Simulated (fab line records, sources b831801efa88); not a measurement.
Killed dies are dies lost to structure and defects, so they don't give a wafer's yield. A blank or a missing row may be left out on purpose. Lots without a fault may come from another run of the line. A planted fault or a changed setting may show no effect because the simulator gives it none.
Which tool did it? | flow gf180mcu | 14 lots, 42 wafers sampled, at 5 steps of a route of 602

WHAT THE GAUGES READ, wafer by wafer
GF_HV_LDD_OVL_MEAS_20.
lot  | measured     | on         | HV_LDD_01_OVL (nm)
L219 | day 10 15:02 | overlay-02 | -1.7 -3.1 -0.9
L220 | day 11 01:08 | overlay-01 | -1.1 -0.6 -0.3
L221 | day 11 11:02 | overlay-01 | 2.6 -0.3 0.2
L222 | day 11 14:01 | overlay-01 | 0.5 0.4 -1.2
L224 | day 12 07:43 | overlay-02 | 0.2 -1.1 2.0
L225 | day 12 18:46 | overlay-01 | -0.2 2.8 1.7
L226 | day 12 19:22 | overlay-02 | -0.9 -1.6 0.1
L228 | day 13 14:44 | overlay-01 | 1.3 -1.6 -0.3
L229 | day 13 19:43 | overlay-02 | 1.3 -0.9 0.6
L230 | day 14 04:55 | overlay-02 | -0.5 -1.4 -0.2
L231 | day 14 15:43 | overlay-01 | 0.1 0.8 2.0
L238 | day 16 16:38 | overlay-01 | 3.8 2.5 2.8
L239 | day 17 05:13 | overlay-02 | 1.3 1.6 2.3
L240 | day 17 11:37 | overlay-01 | -1.7 -0.6 0.0

GF_HV_LDD_CD_MEAS_31: target cd 400 nm.
lot  | measured     | on        | cd_nm (nm)
L219 | day 11 08:32 | cd_sem-02 | 401.3 402.0 400.8
L220 | day 11 20:20 | cd_sem-02 | 401.7 401.6 403.0
L221 | day 12 06:13 | cd_sem-02 | 401.6 401.5 402.0
L222 | day 12 09:27 | cd_sem-01 | 401.2 399.3 400.8
L224 | day 13 04:06 | cd_sem-02 | 403.0 403.6 401.9
L225 | day 13 14:59 | cd_sem-02 | 402.3 402.8 400.2
L226 | day 13 15:30 | cd_sem-02 | 401.5 403.6 401.6
L228 | day 14 12:13 | cd_sem-01 | 403.2 403.1 401.1
L229 | day 14 16:48 | cd_sem-01 | 398.7 398.7 400.1
L230 | day 15 01:09 | cd_sem-02 | 403.3 401.9 399.2
L231 | day 15 13:04 | cd_sem-01 | 398.6 400.1 398.2
L238 | day 17 16:16 | cd_sem-02 | 393.9 396.4 395.1
L239 | day 18 05:05 | cd_sem-02 | 392.0 393.7 391.5
L240 | day 18 10:46 | cd_sem-02 | 393.2 390.3 393.1

GF_HV_LDD_CD_MEAS_46: target cd 400 nm.
lot  | measured     | on        | cd_nm (nm)
L219 | day 12 04:26 | cd_sem-02 | 402.8 403.2 402.7
L220 | day 12 16:14 | cd_sem-02 | 404.5 402.2 403.2
L221 | day 13 02:49 | cd_sem-01 | 398.5 399.8 401.1
L222 | day 13 06:21 | cd_sem-02 | 404.4 402.2 404.2
L224 | day 14 01:08 | cd_sem-01 | 400.3 401.2 400.7
L225 | day 14 12:42 | cd_sem-01 | 401.0 402.1 403.3
L226 | day 14 14:23 | cd_sem-02 | 404.6 402.7 404.2
L228 | day 15 10:01 | cd_sem-02 | 400.5 400.6 399.3
L229 | day 15 15:29 | cd_sem-02 | 400.8 399.2 400.3
L230 | day 15 23:17 | cd_sem-02 | 399.4 397.1 396.8
L231 | day 16 11:34 | cd_sem-01 | 400.9 399.7 400.4
L238 | day 18 17:10 | cd_sem-02 | 398.6 399.2 398.1
L239 | day 19 05:54 | cd_sem-01 | 401.8 400.0 401.2
L240 | day 19 11:43 | cd_sem-02 | 397.7 400.1 398.1

GF_HV_LDD_THK_MEAS_55.
lot  | measured     | on            | HV_LDD_CVD_54_THK (nm)
L219 | day 12 06:12 | film_metro-02 | 10.00 10.01 9.98
L220 | day 12 17:56 | film_metro-01 | 10.20 10.27 10.08
L221 | day 13 04:32 | film_metro-03 | 9.98 10.10 10.02
L222 | day 13 08:04 | film_metro-02 | 10.11 10.10 10.08
L224 | day 14 02:56 | film_metro-01 | 10.32 10.49 10.46
L225 | day 14 14:25 | film_metro-02 | 9.81 9.97 9.86
L226 | day 14 16:56 | film_metro-03 | 9.92 9.98 9.92
L228 | day 15 11:44 | film_metro-02 | 9.85 9.82 9.83
L229 | day 15 17:47 | film_metro-03 | 10.02 9.88 9.98
L230 | day 16 01:44 | film_metro-01 | 10.05 9.91 9.95
L231 | day 16 13:20 | film_metro-02 | 10.05 10.20 10.07
L238 | day 18 18:53 | film_metro-01 | 10.04 9.94 9.94
L239 | day 19 07:37 | film_metro-01 | 10.13 10.14 10.15
L240 | day 19 13:26 | film_metro-03 | 9.98 10.03 9.94

WHICH TOOL RAN EACH LOT (tool, then ch and the chambers of the sampled wafers, then the start)
lot  | GF_HV_LDD_EXPOSE_28
L219 | iline_stepper-01 ch 0, day 11 00:02
L220 | iline_stepper-02 ch 0, day 11 11:04
L221 | iline_stepper-01 ch 0, day 11 20:56
L222 | iline_stepper-01 ch 0, day 12 00:12
L224 | iline_stepper-02 ch 0, day 12 18:07
L225 | iline_stepper-01 ch 0, day 13 05:05
L226 | iline_stepper-02 ch 0, day 13 05:59
L228 | iline_stepper-02 ch 0, day 14 01:33
L229 | iline_stepper-01 ch 0, day 14 06:25
L230 | iline_stepper-01 ch 0, day 14 14:59
L231 | iline_stepper-01 ch 0, day 15 02:37
L238 | iline_stepper-02 ch 0, day 17 04:38
L239 | iline_stepper-02 ch 0, day 17 17:15
L240 | iline_stepper-02 ch 0, day 17 22:58
- GF_HV_LDD_EXPOSE_28: exposes mask Nplus HV AREA, target cd 400 nm.

WHAT THE TOOLS THEMSELVES READ (means of the sampled wafers that have a number; where no wafer has one, the mark that the record gives instead)
GF_HV_LDD_EXPOSE_28.
lot  | tool             | exposure_dose_mJ_cm2
L219 | iline_stepper-01 | 139.89
L220 | iline_stepper-02 | 140.10
L221 | iline_stepper-01 | 140.21
L222 | iline_stepper-01 | 139.93
L224 | iline_stepper-02 | 140.05
L225 | iline_stepper-01 | 140.09
L226 | iline_stepper-02 | 140.19
L228 | iline_stepper-02 | 139.94
L229 | iline_stepper-01 | 140.00
L230 | iline_stepper-01 | 140.06
L231 | iline_stepper-01 | 140.09
L238 | iline_stepper-02 | 136.74
L239 | iline_stepper-02 | 136.93
L240 | iline_stepper-02 | 136.73

THE ANSWER, worked out from the rows above alone
Rule: what is usual is taken from the lots themselves. Put in order of their means at a reading, lots are off if they are a third of the lots or fewer, leave a main group of 4 or more, and stand apart from it by a gap of 3 or more times the standard deviation of the main group's means; of several such gaps the widest counts. A main group whose means are all the same, to the digits that the tables above print for the reading, isn't used. A lot without any number at a reading at which 4 lots or more have one is off too. The other lots that the step has rows for count as sound. The gauges are gone through in route order, then the tools' own readings, and for those a lot's mean is taken as printed above. The first step at which some lot is off is used, and at that step the reading that is off furthest; a lot without a number counts as furthest.
Off: L238, L239, L240, at GF_HV_LDD_CD_MEAS_31 (cd_nm). The main group: mean 401.3 nm, standard deviation 1.2.
A tool fits if, at a process step before that reading, it ran every lot that is off, and no sound lot after the first of them. The gauges at GF_HV_LDD_CD_MEAS_31 aren't tried: what is off there is off at GF_HV_LDD_EXPOSE_28 too, on other tools, and a gauge's error can't cause that. One fits: iline_stepper-02 at GF_HV_LDD_EXPOSE_28. Its last sound lot is L228 (day 14 01:33), its first lot that is off L238 (day 17 04:38): a fault that began between those two fits.
The tool's own readings at GF_HV_LDD_EXPOSE_28 bear it out: on the lots that are off they differ by more than 5 times the standard deviation of the sound lots' means. exposure_dose_mJ_cm2 reads 136.80 there against 140.05 on the sound lots.

WHAT THE SIMULATOR HAD PUT IN
Process parameter drift: iline_stepper-02, from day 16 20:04 on, at GF_HV_LDD_EXPOSE_28. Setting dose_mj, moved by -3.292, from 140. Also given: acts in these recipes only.
Lots struck among those shown: L238, L239, L240. The rule above found the same.
